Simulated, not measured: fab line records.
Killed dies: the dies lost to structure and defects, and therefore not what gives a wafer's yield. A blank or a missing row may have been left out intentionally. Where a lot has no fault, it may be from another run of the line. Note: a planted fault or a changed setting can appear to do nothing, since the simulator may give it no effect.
Which of the tools did it? / flow sky130 / 15 lots, 44 wafers sampled, at 2 steps of a route of 708

WHAT EACH GAUGE READ, for each wafer
SKY_CONTACT_THK_MEAS_03.
lot=L130; measured=day 30 11:11; on=film_metro-04; CONTACT_HDPCVD_THK (nm)=567 566 569
lot=L131; measured=day 30 17:55; on=film_metro-01; CONTACT_HDPCVD_THK (nm)=561 567 570
lot=L132; measured=day 31 08:14; on=film_metro-02; CONTACT_HDPCVD_THK (nm)=568 563 561
lot=L134; measured=day 31 20:53; on=film_metro-01; CONTACT_HDPCVD_THK (nm)=567 563 568
lot=L136; measured=day 32 10:37; on=film_metro-04; CONTACT_HDPCVD_THK (nm)=570 572 568
lot=L135; measured=day 32 11:29; on=film_metro-02; CONTACT_HDPCVD_THK (nm)=565 563 565
lot=L137; measured=day 32 21:53; on=film_metro-04; CONTACT_HDPCVD_THK (nm)=562 564 569
lot=L139; measured=day 33 17:26; on=film_metro-02; CONTACT_HDPCVD_THK (nm)=562 567 561
lot=L142; measured=day 34 08:38; on=film_metro-04; CONTACT_HDPCVD_THK (nm)=561 556 558
lot=L143; measured=day 34 10:50; on=film_metro-01; CONTACT_HDPCVD_THK (nm)=570 565 568
lot=L144; measured=day 35 03:49; on=film_metro-01; CONTACT_HDPCVD_THK (nm)=564 557 564
lot=L145; measured=day 35 21:49; on=film_metro-01; CONTACT_HDPCVD_THK (nm)=561 567 577
lot=L146; measured=day 36 03:27; on=film_metro-04; CONTACT_HDPCVD_THK (nm)=466 564 466 564
lot=L147; measured=day 36 06:44; on=film_metro-01; CONTACT_HDPCVD_THK (nm)=470 462 562 469 462 562
lot=L148; measured=day 36 11:20; on=film_metro-02; CONTACT_HDPCVD_THK (nm)=568 465 567 568 465 566

WHAT TOOL EACH LOT RAN ON (gives the tool, then ch and the chambers of the sampled wafers, and finally the start)
lot=L130; SKY_CONTACT_HDPCVD_02=hdpcvd-02 ch 0,1, day 30 11:08
lot=L131; SKY_CONTACT_HDPCVD_02=hdpcvd-01 ch 0,2, day 30 17:50
lot=L132; SKY_CONTACT_HDPCVD_02=hdpcvd-01 ch 1,2, day 31 08:10
lot=L134; SKY_CONTACT_HDPCVD_02=hdpcvd-02 ch 0,1,2, day 31 20:49
lot=L136; SKY_CONTACT_HDPCVD_02=hdpcvd-01 ch 0,1,2, day 32 10:32
lot=L135; SKY_CONTACT_HDPCVD_02=hdpcvd-02 ch 0,2, day 32 11:25
lot=L137; SKY_CONTACT_HDPCVD_02=hdpcvd-02 ch 0,1,2, day 32 21:49
lot=L139; SKY_CONTACT_HDPCVD_02=hdpcvd-01 ch 0,2, day 33 17:22
lot=L142; SKY_CONTACT_HDPCVD_02=hdpcvd-02 ch 1,2, day 34 08:34
lot=L143; SKY_CONTACT_HDPCVD_02=hdpcvd-02 ch 0,1, day 34 10:47
lot=L144; SKY_CONTACT_HDPCVD_02=hdpcvd-02 ch 1,2, day 35 03:44
lot=L145; SKY_CONTACT_HDPCVD_02=hdpcvd-01 ch 0,1,2, day 35 21:45
lot=L146; SKY_CONTACT_HDPCVD_02=hdpcvd-02 ch 0,1, day 36 03:23
lot=L147; SKY_CONTACT_HDPCVD_02=hdpcvd-02 ch 1,2, day 36 06:40
lot=L148; SKY_CONTACT_HDPCVD_02=hdpcvd-02 ch 0,2, day 36 11:16
- SKY_CONTACT_HDPCVD_02: deposits SiO2, target thk 565 nm, time 94.2 s.

AS READ BY THE TOOLS THEMSELVES (means over the sampled wafers that have a number; for cases with no such wafer, the mark the record gives instead)
SKY_CONTACT_HDPCVD_02.
lot=L130; tool=hdpcvd-02; run_length_s (s)=121.6
lot=L131; tool=hdpcvd-01; run_length_s (s)=121.8
lot=L132; tool=hdpcvd-01; run_length_s (s)=121.2
lot=L134; tool=hdpcvd-02; run_length_s (s)=122.0
lot=L136; tool=hdpcvd-01; run_length_s (s)=121.9
lot=L135; tool=hdpcvd-02; run_length_s (s)=122.2
lot=L137; tool=hdpcvd-02; run_length_s (s)=122.0
lot=L139; tool=hdpcvd-01; run_length_s (s)=121.3
lot=L142; tool=hdpcvd-02; run_length_s (s)=123.1
lot=L143; tool=hdpcvd-02; run_length_s (s)=121.6
lot=L144; tool=hdpcvd-02; run_length_s (s)=122.2
lot=L145; tool=hdpcvd-01; run_length_s (s)=121.5
lot=L146; tool=hdpcvd-02; run_length_s (s)=113.3
lot=L147; tool=hdpcvd-02; run_length_s (s)=111.7
lot=L148; tool=hdpcvd-02; run_length_s (s)=117.1

THE ANSWER, worked out from the rows above alone
Rule: usual is defined by the lots themselves. The widest of any qualifying gaps counts: lots, ordered by their means at a reading, are off when they make up no more than a third of the lots, leave a main group of 4 or more, and stand apart from it by 3 or more times the standard deviation of that group's means. A main group is skipped when, at the precision printed for the reading in the tables above, its means are all equal. A lot without any number at a reading at which 4 lots or more have one is off too. Any other lot the step has rows for is counted as sound. First the gauges in route order, then the tools' own readings, where a lot's mean is used as printed above. The first step at which some lot is off is used, and at that step the reading that is off furthest; a lot without a number counts as furthest.
Off: L146, L147, L148, seen at SKY_CONTACT_THK_MEAS_03 (CONTACT_HDPCVD_THK). The main group has a mean of 565 nm with a standard deviation of 3.
If a tool, at a process step before that reading, ran all the lots that are off and no sound lot after the first of them, it fits. Not tried: the gauges at SKY_CONTACT_THK_MEAS_03; whatever is off there is also off at SKY_CONTACT_HDPCVD_02, on other tools, and gauge error can't account for it. One fits: hdpcvd-02 at SKY_CONTACT_HDPCVD_02. Its last sound lot is L144 (day 35 03:44), its first lot that is off L146 (day 36 03:23): a fault that began between those two fits.
On the lots that are off, the tool's own readings at SKY_CONTACT_HDPCVD_02 differ by more than 5 times the standard deviation of the sound lots' means, which bears it out; run_length_s reads 114.0 s there versus 121.9 s on the sound lots.

WHAT THE SIMULATOR HAD PUT IN
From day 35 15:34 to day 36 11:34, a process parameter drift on hdpcvd-02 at SKY_CONTACT_HDPCVD_02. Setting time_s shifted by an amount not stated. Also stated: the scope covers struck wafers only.
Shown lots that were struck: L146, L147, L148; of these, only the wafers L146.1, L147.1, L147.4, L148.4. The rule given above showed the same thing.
